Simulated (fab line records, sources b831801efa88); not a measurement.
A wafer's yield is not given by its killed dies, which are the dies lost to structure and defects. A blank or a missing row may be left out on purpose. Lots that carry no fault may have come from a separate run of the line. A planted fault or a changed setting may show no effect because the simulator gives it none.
The tool behind it: which one? ; flow sky130 ; 12 lots with 36 wafers sampled at 5 steps, on a route of 708 steps

WHAT THE GAUGES SHOWED, per wafer
SKY_DNWELL_TW_MEAS_09.
lot;measured;on;DNWELL_TW
L370;day 3 05:31;film_metro-02;1115 1114 1115
L371;day 3 08:59;film_metro-04;1112 1122 1123
L373;day 3 23:05;film_metro-04;1109 1114 1115
L378;day 5 03:37;film_metro-04;1115 1118 1120
L380;day 5 09:17;film_metro-04;1116 1114 1110
L382;day 5 22:08;film_metro-03;1109 1118 1114
L384;day 6 06:40;film_metro-04;1113 1113 1110
L385;day 6 14:57;film_metro-02;1125 1122 1121
L386;day 6 18:35;film_metro-02;1121 1124 1122
L391;day 8 00:39;film_metro-04;1103 1108 1105
L392;day 8 03:05;film_metro-03;1120 1115 1124
L393;day 8 07:52;film_metro-04;1108 1103 1101

SKY_GATE_OXIDE_TW_MEAS_14.
lot;measured;on;GATE_OXIDE_TW
L370;day 13 17:00;film_metro-04;222.8 223.6 222.6
L371;day 14 00:50;film_metro-03;223.7 223.1 223.4
L373;day 15 00:40;film_metro-02;225.3 226.3 225.4
L378;day 16 20:53;film_metro-03;225.9 226.7 226.8
L380;day 17 05:52;film_metro-03;224.0 223.2 223.9
L382;day 18 05:36;film_metro-04;224.1 223.4 224.5
L384;day 18 16:55;film_metro-04;249.3 247.1 248.0
L385;day 19 01:21;film_metro-03;248.0 247.9 249.1
L386;day 19 14:15;film_metro-03;249.3 247.9 249.1
L391;day 21 06:23;film_metro-02;224.4 223.9 224.8
L392;day 21 13:41;film_metro-02;224.8 223.5 224.3
L393;day 21 21:23;film_metro-03;222.8 222.8 223.5

SKY_SD_N_CD_MEAS_07 targets a cd of 380 nm.
lot;measured;on;cd_nm (nm)
L370;day 27 15:58;cd_sem-01;379.6 379.3 377.0
L371;day 28 06:49;cd_sem-02;379.9 377.0 379.0
L373;day 29 00:11;cd_sem-02;378.7 379.9 380.8
L378;day 30 22:13;cd_sem-01;376.5 378.9 376.7
L380;day 31 08:07;cd_sem-01;380.4 378.9 380.2
L382;day 32 02:23;cd_sem-01;379.2 381.3 377.9
L384;day 32 14:23;cd_sem-02;384.5 386.0 383.4
L385;day 32 20:31;cd_sem-02;373.8 375.7 373.4
L386;day 33 09:24;cd_sem-01;380.0 382.0 381.7
L391;day 34 15:43;cd_sem-01;378.4 377.5 377.0
L392;day 35 00:09;cd_sem-02;377.6 378.4 379.0
L393;day 35 02:57;cd_sem-01;377.3 375.8 374.6

WHICH TOOL RAN EACH LOT (tool, then ch and the chambers of the sampled wafers, then the start)
lot;SKY_GATE_OXIDE_IMPLANT_11;SKY_LDD_P_STRIP_10
L370;implanter-04 ch 0, day 13 16:39;plasma_asher-02 ch 0,1, day 18 17:38
L371;implanter-04 ch 0, day 14 00:29;plasma_asher-02 ch 0,1, day 19 04:42
L373;implanter-01 ch 0, day 15 00:21;plasma_asher-04 ch 0,1, day 20 05:35
L378;implanter-03 ch 0, day 16 20:32;plasma_asher-04 ch 0,1, day 22 07:59
L380;implanter-03 ch 0, day 17 05:33;plasma_asher-04 ch 0,1, day 22 19:25
L382;implanter-04 ch 0, day 18 05:11;plasma_asher-02 ch 0,1, day 23 14:35
L384;implanter-04 ch 0, day 18 16:25;plasma_asher-04 ch 0,1, day 24 05:14
L385;implanter-04 ch 0, day 19 00:53;plasma_asher-01 ch 0,1, day 24 11:18
L386;implanter-04 ch 0, day 19 13:54;plasma_asher-01 ch 0,1, day 24 22:21
L391;implanter-03 ch 0, day 21 06:04;plasma_asher-04 ch 0,1, day 26 10:38
L392;implanter-01 ch 0, day 21 13:20;plasma_asher-04 ch 0, day 26 19:53
L393;implanter-04 ch 0, day 21 21:03;plasma_asher-02 ch 0,1, day 27 02:51
- SKY_GATE_OXIDE_IMPLANT_11
- SKY_LDD_P_STRIP_10: strips in O2/N2.

WHAT THE TOOLS THEMSELVES READ (means of the sampled wafers that have a number; where no wafer has one, the mark that the record gives instead)
SKY_GATE_OXIDE_IMPLANT_11.
lot;tool;dose_ions_cm2;end_station_pressure_torr (Torr);faraday_current_uA
L370;implanter-04;2.6e+12;5.01e-06;14.8
L371;implanter-04;2.6e+12;4.82e-06;14.7
L373;implanter-01;2.6e+12;4.96e-06;14.8
L378;implanter-03;2.6e+12;5.09e-06;14.8
L380;implanter-03;2.6e+12;4.91e-06;14.6
L382;implanter-04;2.6e+12;5.12e-06;14.8
L384;implanter-04;3.7e+12;5.23e-06;21.0
L385;implanter-04;3.7e+12;5.07e-06;21.0
L386;implanter-04;3.7e+12;5.07e-06;20.9
L391;implanter-03;2.6e+12;5.08e-06;14.4
L392;implanter-01;2.6e+12;5.07e-06;14.4
L393;implanter-04;2.6e+12;5.10e-06;15.0

SKY_LDD_P_STRIP_10.
lot;tool;drypump_motor_current_A (A);oes_product_au (a.u.);strip_time_to_endpoint_s (s)
L370;plasma_asher-02;5.6;0.724;14.22
L371;plasma_asher-02;5.9;0.717;14.17
L373;plasma_asher-04;5.8;0.722;14.15
L378;plasma_asher-04;6.1;0.719;14.14
L380;plasma_asher-04;6.1;0.716;14.18
L382;plasma_asher-02;5.9;0.720;14.23
L384;plasma_asher-04;5.8;0.715;14.13
L385;plasma_asher-01;5.5;0.720;14.16
L386;plasma_asher-01;5.4;0.721;14.13
L391;plasma_asher-04;5.8;0.715;14.18
L392;plasma_asher-04;5.6;0.716;14.16
L393;plasma_asher-02;5.9;0.713;14.17

THE ANSWER, worked out from the rows above alone
Rule: the lots themselves supply what counts as usual. The widest of any qualifying gaps counts: lots, ordered by their means at a reading, are off when they make up no more than a third of the lots, leave a main group of 4 or more, and stand apart from it by 3 or more times the standard deviation of that group's means. The tables above print the reading to a certain number of digits; a main group whose means all agree to those digits is not used. Also off: a lot with no number at a reading for which 4 or more lots have one. Any other lot the step has rows for is counted as sound. The gauges are gone through in route order, then the tools' own readings, and for those a lot's mean is taken as printed above. At the first step where some lot is off, the reading lying furthest off is the one used; lots without a number count as furthest.
Off: L384, L385, L386, at SKY_GATE_OXIDE_TW_MEAS_14 (GATE_OXIDE_TW). The main group has a mean of 224.2 with a standard deviation of 1.1.
A tool fits if, at a process step before that reading, it ran every lot that is off, and no sound lot after the first of them. Not tried: the gauges at SKY_GATE_OXIDE_TW_MEAS_14; whatever is off there is also off at SKY_GATE_OXIDE_IMPLANT_11, on other tools, and gauge error can't account for it. No candidate that was tried fits.

WHAT THE SIMULATOR PUT IN
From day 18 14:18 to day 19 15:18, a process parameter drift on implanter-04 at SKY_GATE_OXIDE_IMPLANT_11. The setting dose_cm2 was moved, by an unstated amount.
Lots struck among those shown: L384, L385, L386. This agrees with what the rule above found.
